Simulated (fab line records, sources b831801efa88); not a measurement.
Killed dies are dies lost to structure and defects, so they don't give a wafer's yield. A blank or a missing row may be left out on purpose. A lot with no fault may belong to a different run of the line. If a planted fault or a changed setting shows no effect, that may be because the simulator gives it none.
One fault seen from 2 desks | flow gf180mcu | each desk has only its own numbers; what lay behind them comes last

== THE TOOL OWNER'S DESK: litho track-03 ==
The tool's own readings at GF_V2_COAT_09 (resist thk 1000 nm): means of the sampled wafers that have a number, for each lot that ran on this tool. The brackets show how far a lot's mean lies from the usual mean; more than 4 standard deviations puts the lot out of limits, marked OUT.
Columns: A = dispense pressure kPa at GF_V2_COAT_09, usual 51.8 kPa
lot  | first seen here | A
L397 | day 23 20:00    | 51.6
L401 | day 25 05:00    | 51.6
L409 | day 27 18:00    | 51.6
This desk found nothing out of limits on any of the 3 lots.

== METROLOGY DESK ==
What the gauges read for every lot (on any tool): the sampled wafers with a number, averaged. The brackets show how far a lot's mean lies from the usual mean; more than 4 standard deviations puts the lot out of limits, marked OUT.
Columns: A = V2_CVD_00_THK at GF_V2_THK_MEAS_01, usual 602 nm; B = V2_CVD_02_THK at GF_V2_THK_MEAS_03, usual 850 nm; C = V2_BOW at GF_V2_BOW_MEAS_05, usual 96 um; D = cd nm at GF_V2_CD_MEAS_14, usual 259.8 nm
lot  | first seen here | A   | B   | C   | D
L389 | day 20 07:48    | 602 | 849 | 99  | 257.6
L397 | day 23 09:20    | 605 | 839 | 97  | 259.4
L401 | day 24 17:08    | 607 | 849 | 96  | 261.6
L405 | day 26 03:14    | 604 | 867 | 84  | 260.4
L407 | day 26 21:41    | 600 | 859 | 110 | 260.6
L409 | day 27 08:13    | 601 | 856 | 96  | 258.7
This desk found nothing out of limits on any of the 6 lots.

== PUT TOGETHER ==
The tool owner's desk saw nothing out of limits.
Nothing out of limits was seen by the metrology desk.

== WHAT THE SIMULATOR HAD PUT IN ==
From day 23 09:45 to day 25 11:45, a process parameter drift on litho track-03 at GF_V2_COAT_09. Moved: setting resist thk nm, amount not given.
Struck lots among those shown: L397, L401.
